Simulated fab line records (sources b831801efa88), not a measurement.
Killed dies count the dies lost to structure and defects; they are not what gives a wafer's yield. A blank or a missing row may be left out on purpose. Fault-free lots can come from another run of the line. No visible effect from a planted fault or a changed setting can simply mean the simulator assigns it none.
fab line records	flow gf180mcu
[record] lots = 24	wafers = 72	last-day = 34
route steps=602 shown DNWELL@41 LVPWELL@65 VT_IMPLANT@100 NSD@242 CONTACT@291
lots untouched by any fault: they come from a run of this same line in which no faults occurred
start-h: the number of hours between the record's first day and the start of the first shown wafer of the lot	wait-h: time in hours since the lot's previous step	" same as the row above	L1.1+2: one row covering several wafers at once	- either no value or no given start	* or withheld: withheld	< > ~ a bound
route shown NAME@n: names a module that has steps shown in the file, with the first one's number in the route	usual: mean/standard deviation taken from wafers without a fault	same: alike in all rows	chamber/n: place in a boat	sites: each site's reading	_std_site: their standard deviation	_edge_site: inner sites' mean taken away from outer sites' mean	radius-mm: for every site, how far away it sits from the centre of the wafer	mask NAME#n: copy n	behind: the last tool/chamber to shape the wafer	hold: why the lot went on hold/how many hours it stayed there/how the hold came to an end	device: which transistor (n, p or np) failed to switch	end of line: the route-end tests of the same wafers	a step given without rows: its recipe and nothing more	killed: at the first sort, the dies lost to defects and structure; wafer yield is something else	map: the dies of a wafer, with x for killed, . for not killed, _ for no die there
set.NAME: setting as actually run; set.NAME@STEP: the setting as run at that earlier step	model.NAME: the simulator's own value behind a step, which no gauge read
a sample of lots followed through the steps of the route, with each step as a table and each wafer as a row
services: the hour from which a tool's chamber was out of use, counted from the record's first day as start-h (under 0 if before that day), plus the number of hours and why
[[steps]]
[step GF_DNWELL_TW_MEAS_09]
[usual] DNWELL_TW = 1362/12
lot.wafer	tool	chamber	start-h	wait-h	DNWELL_TW
L074.2	film-metro-01	-	42.62	0.1	1352
L074.3	"	-	"	"	1353
L074.6	"	-	"	"	1361
L075.1	film-metro-04	-	49.32	0.1	1368
L075.4	"	-	"	"	1371
L075.5	"	-	"	"	1372
L076.1	film-metro-04	-	53.49	0.1	1371
L076.2	"	-	"	"	1373
L076.5	"	-	"	"	1373
L077.1	film-metro-03	-	58.31	0.1	1355
L077.2	"	-	"	"	1358
L077.3	"	-	"	"	1353
L078.2	film-metro-01	-	64.82	0.1	1360
L078.3	"	-	"	"	1362
L078.4	"	-	"	"	1366
L079.1	film-metro-04	-	69.31	0.1	1369
L079.3	"	-	"	"	1370
L079.6	"	-	"	"	1373
L080.1	film-metro-03	-	73.39	0.1	1351
L080.2	"	-	"	"	1353
L080.6	"	-	"	"	1354
L081.3	film-metro-01	-	82.11	0.1	1361
L081.4	"	-	"	"	1350
L081.5	"	-	"	"	1360
L082.1	film-metro-01	-	84.67	0.1	1363
L082.2	"	-	"	"	1360
L082.5	"	-	"	"	1364
L083.3	film-metro-04	-	89.41	0.1	1358
L083.4	"	-	"	"	1364
L083.5	"	-	"	"	1372
L084.2	film-metro-03	-	95.00	0.1	1339
L084.5	"	-	"	"	1342
L084.6	"	-	"	"	1346
L085.2	film-metro-03	-	102.43	0.1	1357
L085.5	"	-	"	"	1352
L085.6	"	-	"	"	1355
L086.3	film-metro-01	-	105.06	0.1	1350
L086.4	"	-	"	"	1360
L086.5	"	-	"	"	1354
L087.1	film-metro-01	-	112.54	0.1	1356
L087.2	"	-	"	"	1354
L087.4	"	-	"	"	1351
L088.2	film-metro-01	-	116.93	0.1	1348
L088.3	"	-	"	"	1341
L088.5	"	-	"	"	1343
L089.1	film-metro-01	-	121.99	0.1	1362
L089.2	"	-	"	"	1360
L089.4	"	-	"	"	1365
L090.1	film-metro-01	-	127.82	0.1	1367
L090.5	"	-	"	"	1358
L090.6	"	-	"	"	1369
L091.1	film-metro-03	-	133.37	0.1	1342
L091.4	"	-	"	"	1341
L091.6	"	-	"	"	1341
L092.2	film-metro-01	-	138.15	0.1	1361
L092.5	"	-	"	"	1366
L092.6	"	-	"	"	1363
L093.1	film-metro-04	-	145.29	0.1	1389
L093.3	"	-	"	"	1383
L093.4	"	-	"	"	1384
L094.2	film-metro-04	-	150.00	0.1	1383
L094.3	"	-	"	"	1373
L094.5	"	-	"	"	1375
L095.2	film-metro-04	-	153.71	0.1	1368
L095.3	"	-	"	"	1374
L095.5	"	-	"	"	1363
L096.3	film-metro-04	-	159.42	0.1	1371
L096.4	"	-	"	"	1374
L096.6	"	-	"	"	1379
L097.2	film-metro-01	-	166.91	0.1	1366
L097.3	"	-	"	"	1362
L097.4	"	-	"	"	1366
[step GF_LVPWELL_TW_MEAS_11]
[usual] LVPWELL_TW = 565/7.3
lot.wafer	tool	chamber	start-h	wait-h	LVPWELL_TW
L074.2	film-metro-04	-	68.57	0.1	566
L074.3	"	-	"	"	570
L074.6	"	-	"	"	563
L075.1	film-metro-02	-	75.81	0.1	558
L075.4	"	-	"	"	559
L075.5	"	-	"	"	561
L076.1	film-metro-04	-	80.86	0.1	570
L076.2	"	-	"	"	568
L076.5	"	-	"	"	571
L077.1	film-metro-02	-	85.13	0.1	554
L077.2	"	-	"	"	557
L077.3	"	-	"	"	557
L078.2	film-metro-02	-	92.17	0.1	558
L078.3	"	-	"	"	559
L078.4	"	-	"	"	560
L079.1	film-metro-03	-	97.69	0.1	557
L079.3	"	-	"	"	554
L079.6	"	-	"	"	555
L080.1	film-metro-03	-	101.79	0.1	556
L080.2	"	-	"	"	557
L080.6	"	-	"	"	557
L081.3	film-metro-03	-	111.35	0.1	560
L081.4	"	-	"	"	561
L081.5	"	-	"	"	557
L082.1	film-metro-02	-	113.76	0.1	559
L082.2	"	-	"	"	559
L082.5	"	-	"	"	561
L083.3	film-metro-04	-	118.16	0.1	572
L083.4	"	-	"	"	572
L083.5	"	-	"	"	576
L084.2	film-metro-04	-	124.46	0.1	577
L084.5	"	-	"	"	572
L084.6	"	-	"	"	577
L085.2	film-metro-04	-	131.34	0.1	575
L085.5	"	-	"	"	572
L085.6	"	-	"	"	575
L086.3	film-metro-02	-	134.88	0.1	556
L086.4	"	-	"	"	556
L086.5	"	-	"	"	556
L087.1	film-metro-03	-	142.64	0.1	556
L087.2	"	-	"	"	557
L087.4	"	-	"	"	556
L088.2	film-metro-02	-	147.57	0.1	558
L088.3	"	-	"	"	557
L088.5	"	-	"	"	558
L089.1	film-metro-03	-	152.96	0.1	557
L089.2	"	-	"	"	556
L089.4	"	-	"	"	555
L090.1	film-metro-04	-	159.99	0.1	568
L090.5	"	-	"	"	571
L090.6	"	-	"	"	569
L091.1	film-metro-04	-	164.83	0.1	572
L091.4	"	-	"	"	575
L091.6	"	-	"	"	570
L092.2	film-metro-04	-	170.27	0.1	576
L092.5	"	-	"	"	572
L092.6	"	-	"	"	573
L093.1	film-metro-02	-	177.89	0.1	564
L093.3	"	-	"	"	561
L093.4	"	-	"	"	562
L094.2	film-metro-04	-	182.77	0.1	575
L094.3	"	-	"	"	575
L094.5	"	-	"	"	573
L095.2	film-metro-02	-	186.75	0.1	560
L095.3	"	-	"	"	559
L095.5	"	-	"	"	561
L096.3	film-metro-04	-	193.15	0.1	570
L096.4	"	-	"	"	571
L096.6	"	-	"	"	574
L097.2	film-metro-04	-	200.62	0.1	572
L097.3	"	-	"	"	572
L097.4	"	-	"	"	571
[step GF_VT_IMPLANT_TW_MEAS_10]
[usual] VT_IMPLANT_TW = 566/6.8
lot.wafer	tool	chamber	start-h	wait-h	VT_IMPLANT_TW
L074.2	film-metro-01	-	111.00	0.1	565
L074.3	"	-	"	"	566
L074.6	"	-	"	"	564
L075.1	film-metro-02	-	117.64	0.1	563
L075.4	"	-	"	"	562
L075.5	"	-	"	"	560
L076.1	film-metro-01	-	123.23	0.1	565
L076.2	"	-	"	"	566
L076.5	"	-	"	"	568
L077.1	film-metro-01	-	129.06	0.1	571
L077.2	"	-	"	"	566
L077.3	"	-	"	"	570
L078.2	film-metro-01	-	137.15	0.1	569
L078.3	"	-	"	"	571
L078.4	"	-	"	"	571
L079.1	film-metro-02	-	142.14	0.1	561
L079.3	"	-	"	"	562
L079.6	"	-	"	"	560
L080.1	film-metro-01	-	146.23	0.1	571
L080.2	"	-	"	"	575
L080.6	"	-	"	"	570
L081.3	film-metro-01	-	157.10	0.1	574
L081.4	"	-	"	"	574
L081.5	"	-	"	"	569
L082.1	film-metro-02	-	160.43	0.1	564
L082.2	"	-	"	"	563
L082.5	"	-	"	"	562
L083.3	film-metro-02	-	164.35	0.1	563
L083.4	"	-	"	"	562
L083.5	"	-	"	"	564
L084.2	film-metro-01	-	171.04	0.1	564
L084.5	"	-	"	"	566
L084.6	"	-	"	"	565
L085.2	film-metro-02	-	179.90	0.1	564
L085.5	"	-	"	"	566
L085.6	"	-	"	"	567
L086.3	film-metro-04	-	184.36	0.1	574
L086.4	"	-	"	"	576
L086.5	"	-	"	"	576
L087.1	film-metro-02	-	191.68	0.1	566
L087.2	"	-	"	"	565
L087.4	"	-	"	"	566
L088.2	film-metro-01	-	197.44	0.1	576
L088.3	"	-	"	"	572
L088.5	"	-	"	"	569
L089.1	film-metro-04	-	203.09	0.1	575
L089.2	"	-	"	"	573
L089.4	"	-	"	"	577
L090.1	film-metro-01	-	210.33	0.1	573
L090.5	"	-	"	"	572
L090.6	"	-	"	"	567
L091.1	film-metro-01	-	215.68	0.1	570
L091.4	"	-	"	"	570
L091.6	"	-	"	"	571
L092.2	film-metro-02	-	221.24	0.1	557
L092.5	"	-	"	"	559
L092.6	"	-	"	"	557
L093.1	film-metro-02	-	229.08	0.1	557
L093.3	"	-	"	"	557
L093.4	"	-	"	"	558
L094.2	film-metro-02	-	234.95	0.1	559
L094.3	"	-	"	"	558
L094.5	"	-	"	"	556
L095.2	film-metro-04	-	238.55	0.1	578
L095.3	"	-	"	"	579
L095.5	"	-	"	"	578
L096.3	film-metro-02	-	247.05	0.1	556
L096.4	"	-	"	"	553
L096.6	"	-	"	"	555
L097.2	film-metro-02	-	255.00	0.1	551
L097.3	"	-	"	"	554
L097.4	"	-	"	"	551
[step GF_VT_IMPLANT_STRIP_20]
[recipe] chemistry = O2/N2	power-w = 1400	pressure-mtorr = 1500	platen-temp-c = 250	o2-flow-sccm = 3000	n2-flow-sccm = 300	overash-fraction = 0.5
[usual] drypump-motor-current-A = 5.7/0.45	heater-power-w = 323/45	o2-flow-sccm = 2999/8.6	oes-product-au = 0.716/0.0048	platen-temp-c = 249.99/0.19	strip-time-to-endpoint-s = 12.64/0.04
lot.wafer	tool	chamber	start-h	wait-h	drypump-motor-current-A	heater-power-w	o2-flow-sccm	oes-product-au	platen-temp-c	rf-hours-counter-h	strip-time-to-endpoint-s
L074.2	plasma-asher-04	1	125.09	0.1	4.9	312	2984	0.712	249.93	49	12.65
L074.3	"	0	"	"	6.0	259	3000	0.717	250.03	-	12.64
L074.6	"	1	"	"	4.9	319	3011	0.717	249.72	-	12.67
L075.1	plasma-asher-04	0	132.33	0.1	5.9	269	2997	0.723	250.12	50	12.63
L075.4	"	0	"	"	6.0	274	2989	0.713	249.94	-	12.61
L075.5	"	0	"	"	6.0	271	2999	0.725	250.04	-	12.63
L076.1	plasma-asher-04	0	138.39	0.1	6.1	259	2997	0.717	249.96	51	12.66
L076.2	"	1	"	"	4.9	318	2999	0.726	250.35	51	12.69
L076.5	"	0	"	"	6.0	270	2999	0.723	249.82	-	12.62
L077.1	plasma-asher-03	0	143.69	0.1	5.7	359	3000	0.712	249.91	49	12.62
L077.2	"	1	"	"	6.3	362	3003	0.719	250.00	49	12.63
L077.3	"	0	"	"	5.7	360	2995	0.712	250.20	-	12.60
L078.2	plasma-asher-04	0	152.83	0.1	6.1	263	2986	0.719	249.87	52	12.64
L078.3	"	1	"	"	4.9	319	2992	0.710	250.34	-	12.61
L078.4	"	0	"	"	6.1	269	3001	0.711	249.72	-	12.68
L079.1	plasma-asher-01	0	157.14	0.1	5.8	252	2990	0.718	249.91	37	12.67
L079.3	"	1	"	"	5.6	361	3011	0.719	249.83	-	12.73
L079.6	"	0	"	"	5.8	244	2982	0.719	249.77	-	12.66
L080.1	plasma-asher-01	0	162.49	0.1	5.8	249	3014	0.718	250.06	37	12.65
L080.2	"	1	"	"	5.7	365	3003	0.710	250.30	37	12.66
L080.6	"	1	"	"	5.7	363	3005	0.712	250.21	-	12.66
L081.3	plasma-asher-01	1	173.26	0.1	5.7	361	2998	0.715	249.76	-	12.60
L081.4	"	0	"	"	5.8	241	2999	0.716	250.24	-	12.62
L081.5	"	0	"	"	5.8	253	3004	0.718	250.09	-	12.61
L082.1	plasma-asher-01	0	176.84	0.1	5.8	246	3009	0.719	250.10	39	12.63
L082.2	"	1	"	"	5.7	367	3004	0.715	249.78	39	12.65
L082.5	"	0	"	"	5.8	252	2997	0.721	249.89	-	12.60
L083.3	plasma-asher-04	0	180.57	0.1	6.0	266	3002	0.718	250.12	-	12.70
L083.4	"	1	"	"	4.9	315	2995	0.720	249.75	-	12.68
L083.5	"	1	"	"	4.9	311	3005	0.714	249.36	-	12.63
L084.2	plasma-asher-03	0	187.73	0.1	5.6	362	3004	0.719	249.90	54	12.60
L084.5	"	1	"	"	6.3	354	2977	0.720	250.14	-	12.60
L084.6	"	0	"	"	5.7	363	2985	0.722	250.07	-	12.60
L085.2	plasma-asher-03	0	197.19	0.1	5.7	372	3007	0.710	249.94	55	12.63
L085.5	"	1	"	"	6.3	353	3003	0.714	250.09	-	12.67
L085.6	"	0	"	"	5.7	372	3003	0.711	249.92	-	12.65
L086.3	plasma-asher-01	1	201.12	0.1	5.7	366	2992	0.712	249.92	-	12.63
L086.4	"	0	"	"	5.8	245	3008	0.708	250.30	-	12.63
L086.5	"	1	"	"	5.7	357	2979	0.712	249.89	-	12.62
L087.1	plasma-asher-03	0	208.39	0.1	5.7	362	3010	0.720	250.19	57	12.61
L087.2	"	1	"	"	6.3	358	2996	0.711	250.09	57	12.58
L087.4	"	1	"	"	6.3	348	3008	0.713	250.11	-	12.61
L088.2	plasma-asher-03	1	214.49	0.1	6.3	358	3000	0.718	250.19	57	12.66
L088.3	"	1	"	"	6.3	347	3001	0.707	250.17	-	12.71
L088.5	"	0	"	"	5.7	368	2999	0.704	249.70	-	12.66
L089.1	plasma-asher-04	0	219.28	0.1	6.0	265	2996	0.721	250.03	58	12.62
L089.2	"	1	"	"	4.9	314	2986	0.715	249.75	58	12.64
L089.4	"	1	"	"	4.9	312	2982	0.718	250.05	-	12.64
L090.1	plasma-asher-03	0	227.74	0.1	5.7	364	2995	0.719	250.00	59	12.65
L090.5	"	0	"	"	5.7	363	2992	0.719	250.04	-	12.64
L090.6	"	1	"	"	6.3	344	2999	0.720	250.19	-	12.67
L091.1	plasma-asher-03	0	232.98	0.1	5.6	361	2990	0.718	249.83	59	12.56
L091.4	"	1	"	"	6.3	358	2997	0.712	249.71	-	12.60
L091.6	"	0	"	"	5.6	359	2993	0.718	249.79	-	12.58
L092.2	plasma-asher-03	1	238.88	0.1	6.3	352	2991	0.717	249.89	60	12.63
L092.5	"	1	"	"	6.3	363	3003	0.719	249.98	-	12.63
L092.6	"	0	"	"	5.7	369	2990	0.721	249.85	-	12.67
L093.1	plasma-asher-04	1	247.23	0.1	4.9	329	3007	0.715	249.83	61	12.67
L093.3	"	0	"	"	6.0	267	2997	0.713	249.96	-	12.70
L093.4	"	1	"	"	4.9	314	3013	0.711	250.03	-	12.71
L094.2	plasma-asher-03	0	253.09	0.1	5.6	359	3005	0.720	250.19	61	12.66
L094.3	"	1	"	"	6.3	357	3008	0.710	249.88	-	12.65
L094.5	"	0	"	"	5.7	368	2999	0.723	250.07	-	12.70
L095.2	plasma-asher-04	0	256.89	0.1	6.0	269	3019	0.726	250.18	62	12.60
L095.3	"	1	"	"	4.9	316	3003	0.711	249.69	-	12.61
L095.5	"	1	"	"	4.9	315	2992	0.715	250.02	-	12.65
L096.3	plasma-asher-03	1	265.47	0.1	6.3	352	3011	0.710	249.96	-	12.68
L096.4	"	0	"	"	5.6	360	2996	0.713	250.08	-	12.69
L096.6	"	0	"	"	5.6	371	2991	0.715	250.17	-	12.72
L097.2	plasma-asher-01	1	273.84	0.1	5.7	360	3008	0.712	249.51	50	12.66
L097.3	"	0	"	"	5.9	252	2997	0.705	249.99	-	12.59
L097.4	"	1	"	"	5.7	355	2991	0.713	249.81	-	12.65
[step GF_NSD_CD_MEAS_07]
[recipe] target-cd-nm = 400
[usual] cd-nm = 401.3/2
lot.wafer	tool	chamber	start-h	wait-h	cd-nm
L074.2	cd-sem-01	-	291.92	0.1	401.6
L074.3	"	-	"	"	403.1
L074.6	"	-	"	"	402.0
L075.1	cd-sem-01	-	305.60	0.1	406.1
L075.4	"	-	"	"	405.5
L075.5	"	-	"	"	406.3
L076.1	cd-sem-02	-	311.85	0.1	402.5
L076.2	"	-	"	"	402.9
L076.5	"	-	"	"	400.7
L077.1	cd-sem-02	-	321.85	0.1	400.9
L077.2	"	-	"	"	399.7
L077.3	"	-	"	"	397.4
L078.2	cd-sem-01	-	333.72	0.1	399.6
L078.3	"	-	"	"	402.7
L078.4	"	-	"	"	402.5
L079.1	cd-sem-02	-	347.25	0.1	400.5
L079.3	"	-	"	"	401.4
L079.6	"	-	"	"	402.3
L080.1	cd-sem-02	-	349.74	0.1	400.7
L080.2	"	-	"	"	402.9
L080.6	"	-	"	"	402.1
L081.3	cd-sem-01	-	358.23	0.1	403.2
L081.4	"	-	"	"	403.9
L081.5	"	-	"	"	402.3
L082.1	cd-sem-02	-	364.49	0.1	400.6
L082.2	"	-	"	"	400.1
L082.5	"	-	"	"	399.5
L083.3	cd-sem-01	-	368.33	0.1	401.6
L083.4	"	-	"	"	401.1
L083.5	"	-	"	"	402.1
L084.2	cd-sem-02	-	373.06	0.1	403.4
L084.5	"	-	"	"	404.3
L084.6	"	-	"	"	403.8
L085.2	cd-sem-01	-	386.67	0.1	398.8
L085.5	"	-	"	"	401.5
L085.6	"	-	"	"	399.8
L086.3	cd-sem-01	-	394.69	0.1	400.4
L086.4	"	-	"	"	397.7
L086.5	"	-	"	"	401.2
L087.1	cd-sem-01	-	402.95	0.1	397.3
L087.2	"	-	"	"	398.5
L087.4	"	-	"	"	400.1
L088.2	cd-sem-01	-	408.86	0.1	401.7
L088.3	"	-	"	"	401.7
L088.5	"	-	"	"	400.2
L089.1	cd-sem-02	-	418.00	0.1	402.4
L089.2	"	-	"	"	401.5
L089.4	"	-	"	"	401.9
L090.1	cd-sem-02	-	427.40	0.1	399.7
L090.5	"	-	"	"	403.5
L090.6	"	-	"	"	401.5
L091.1	cd-sem-01	-	433.65	0.1	402.2
L091.4	"	-	"	"	403.0
L091.6	"	-	"	"	401.1
L092.2	cd-sem-01	-	439.62	0.1	400.0
L092.5	"	-	"	"	398.6
L092.6	"	-	"	"	399.5
L093.1	cd-sem-02	-	452.25	0.1	398.5
L093.3	"	-	"	"	400.0
L093.4	"	-	"	"	400.7
L094.2	cd-sem-01	-	461.96	0.1	400.1
L094.3	"	-	"	"	399.8
L094.5	"	-	"	"	400.2
L095.2	cd-sem-02	-	468.42	0.1	403.2
L095.3	"	-	"	"	401.7
L095.5	"	-	"	"	403.0
L096.3	cd-sem-01	-	475.74	0.1	399.1
L096.4	"	-	"	"	401.7
L096.6	"	-	"	"	401.4
L097.2	cd-sem-02	-	486.07	0.1	404.9
L097.3	"	-	"	"	401.5
L097.4	"	-	"	"	401.8
[step GF_CONTACT_CMP_04]
[recipe] material = SiO2	down-force-psi = 4	platen-rpm = 60	pad-velocity-m-s = 0.94248
[usual] motor-current-A = 11.7/1.1	time-to-endpoint-s = 111/5.5
lot.wafer	tool	chamber	start-h	wait-h	motor-current-A	time-to-endpoint-s
L074.3	cmp-01	0	334.51	0.0	11.0	117
L074.2	"	3	"	"	10.0	109
L074.6	"	1	"	"	10.1	117
L075.1	cmp-02	1	350.41	0.1	11.5	111
L075.4	"	2	"	"	11.7	104
L075.5	"	1	"	"	12.0	110
L076.1	cmp-02	2	355.71	0.1	11.1	105
L076.2	"	3	"	"	12.2	107
L076.5	"	1	"	"	11.8	117
L077.3	cmp-02	3	367.56	0.0	12.6	105
L077.1	"	1	"	"	12.4	117
L077.2	"	2	"	"	11.0	104
L078.3	cmp-02	3	379.39	0.2	12.0	103
L078.4	"	0	"	"	13.7	112
L078.2	"	1	"	"	11.2	108
L079.3	cmp-01	0	402.07	7.3	10.9	116
L079.1	"	2	"	"	13.0	108
L079.6	"	1	"	"	10.3	112
L080.2	cmp-01	2	402.37	4.5	13.3	102
L080.1	"	3	"	"	10.9	101
L080.6	"	3	"	"	10.5	117
L081.4	cmp-01	0	404.95	0.2	10.5	120
L081.3	"	2	"	"	13.0	109
L081.5	"	1	"	"	9.5	123
L082.1	cmp-01	2	411.06	0.1	12.4	102
L082.2	"	3	"	"	10.6	105
L082.5	"	1	"	"	10.6	114
L083.4	cmp-02	2	416.09	0.1	10.9	115
L083.3	"	3	"	"	12.0	102
L083.5	"	1	"	"	11.5	118
L084.2	cmp-02	3	421.40	0.1	11.9	110
L084.6	"	1	"	"	11.6	124
L084.5	"	2	"	"	10.6	111
L085.2	cmp-01	3	433.74	0.0	10.5	101
L085.5	"	3	"	"	11.1	106
L085.6	"	0	"	"	11.1	114
L086.3	cmp-01	2	444.36	0.0	12.9	110
L086.4	"	0	"	"	12.0	124
L086.5	"	2	"	"	12.6	112
L087.1	cmp-01	3	451.62	0.1	10.5	108
L087.2	"	1	"	"	10.1	110
L087.4	"	2	"	"	13.6	109
L088.2	cmp-02	3	459.02	0.0	12.5	102
L088.3	"	1	"	"	11.8	113
L088.5	"	3	"	"	12.3	111
L089.1	cmp-01	2	469.41	0.1	13.0	103
L089.2	"	3	"	"	10.4	103
L089.4	"	1	"	"	9.5	110
L090.1	cmp-02	1	478.30	0.1	12.3	112
L090.6	"	0	"	"	12.7	118
L090.5	"	1	"	"	11.5	114
L091.1	cmp-02	2	483.90	0.1	10.7	110
L091.4	"	3	"	"	12.2	111
L091.6	"	3	"	"	12.5	114
L092.2	cmp-01	1	490.98	0.0	10.6	115
L092.6	"	1	"	"	9.8	115
L092.5	"	2	"	"	12.7	117
L093.3	cmp-02	0	501.98	0.0	13.5	103
L093.1	"	1	"	"	11.5	113
L093.4	"	2	"	"	11.2	110
L094.3	cmp-02	3	511.79	0.2	12.2	107
L094.2	"	0	"	"	12.9	110
L094.5	"	2	"	"	11.0	116
L095.3	cmp-02	2	518.15	0.0	10.9	113
L095.2	"	0	"	"	13.6	108
L095.5	"	3	"	"	13.1	112
L096.3	cmp-02	3	525.44	0.1	12.1	101
L096.4	"	0	"	"	13.9	116
L096.6	"	2	"	"	11.1	114
L097.4	cmp-02	0	536.49	0.0	13.8	117
L097.3	"	2	"	"	11.0	113
L097.2	"	3	"	"	12.3	111
[[services]]
tool	chamber	start-h	hours	kind
plasma-asher-03	-	108.45	1.4	repair
cmp-01	-	111.27	4.5	repair
cmp-01	-	140.09	6.1	pm
cmp-01	-	154.45	7.6	repair
plasma-asher-04	-	162.28	1.4	repair
cmp-01	-	191.76	0.8	repair
cmp-02	-	208.47	3.2	pm
cmp-01	-	224.14	5.4	repair
cmp-01	-	232.13	4.0	pm
cmp-02	-	254.06	1.8	repair
cmp-02	-	255.89	5.5	pm
cmp-01	-	271.35	2.1	repair
cmp-01	-	281.19	4.4	repair
cmp-01	-	353.96	0.7	repair
cmp-01	-	377.56	22.1	repair
plasma-asher-03	-	388.90	3.3	repair
cmp-02	-	389.41	12.9	repair
cmp-02	-	404.00	4.0	pm
cmp-01	-	422.69	0.8	repair
cmp-02	-	461.91	3.0	repair
cmp-02	-	469.86	0.3	repair
cmp-02	-	472.93	0.4	repair
cmp-01	-	484.61	3.4	repair
cmp-01	-	509.36	8.2	pm
[[key]]
fault none
